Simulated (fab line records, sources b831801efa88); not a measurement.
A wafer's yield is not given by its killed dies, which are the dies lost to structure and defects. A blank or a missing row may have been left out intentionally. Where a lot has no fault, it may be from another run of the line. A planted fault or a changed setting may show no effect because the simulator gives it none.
Matching of chambers :: flow gf180mcu :: GF_STI_CMP_25 on cmp-01 has 4 sister chambers
The step polishes, stops on Si3N4, t overpolish 33 s, target thk 524.6 nm. 7 wafers are shown with their chamber, then 7 later ones without.

EACH WAFER AND ITS CHAMBER
wafer: L621.6
chamber: 0
motor current A (A): 11.8
time to endpoint s (s): 124

wafer: L628.3
chamber: 3
motor current A (A): 11.5
time to endpoint s (s): 122

wafer: L629.1
chamber: 1
motor current A (A): 13.8
time to endpoint s (s): 122

wafer: L629.2
chamber: 3
motor current A (A): 10.6
time to endpoint s (s): 122

wafer: L629.4
chamber: 2
motor current A (A): 11.0
time to endpoint s (s): 118

wafer: L635.1
chamber: 0
motor current A (A): 13.0
time to endpoint s (s): 127

wafer: L635.2
chamber: 1
motor current A (A): 14.1
time to endpoint s (s): 125

WAFERS WHOSE CHAMBER IS MISSING
wafer: L635.4
motor current A (A): 11.4
time to endpoint s (s): 121

wafer: L637.2
motor current A (A): 12.7
time to endpoint s (s): 121

wafer: L637.4
motor current A (A): 11.6
time to endpoint s (s): 122

wafer: L637.6
motor current A (A): 15.0
time to endpoint s (s): 126

wafer: L638.2
motor current A (A): 14.8
time to endpoint s (s): 120

wafer: L638.4
motor current A (A): 12.2
time to endpoint s (s): 121

wafer: L638.5
motor current A (A): 11.8
time to endpoint s (s): 120

EACH ONE'S CHAMBER
wafer: L635.4
from the rows above: can't be placed: 3 or 2
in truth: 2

wafer: L637.2
from the rows above: can't be placed: 1 or 0 or 3 or 2
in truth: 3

wafer: L637.4
from the rows above: can't be placed: 3 or 0 or 2
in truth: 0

wafer: L637.6
from the rows above: can't be placed: 1 or 0
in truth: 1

wafer: L638.2
from the rows above: 1
in truth: 1

wafer: L638.4
from the rows above: can't be placed: 3 or 2 or 0 or 1
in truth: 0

wafer: L638.5
from the rows above: can't be placed: 3 or 2 or 0
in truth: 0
Placed correctly: 1 of 7. Can't be placed from these rows: 6 (the true chamber is among the candidates in 6). Number placed wrongly: 0.
How it was worked out, from the rows above alone: a wafer's distance from a chamber is the root of the sum, over the readings, of the square of ((its reading less the chamber's mean) divided by the reading's scatter). The wafer belongs to the nearest chamber; if the next one is less than 2 further off, it can't be placed. For every chamber, the mean is computed from those of its wafers that are shown. The scatter is the square root of a quotient: the sum, over the shown wafers, of each reading's squared deviation from its chamber's mean, divided by wafers minus chambers.
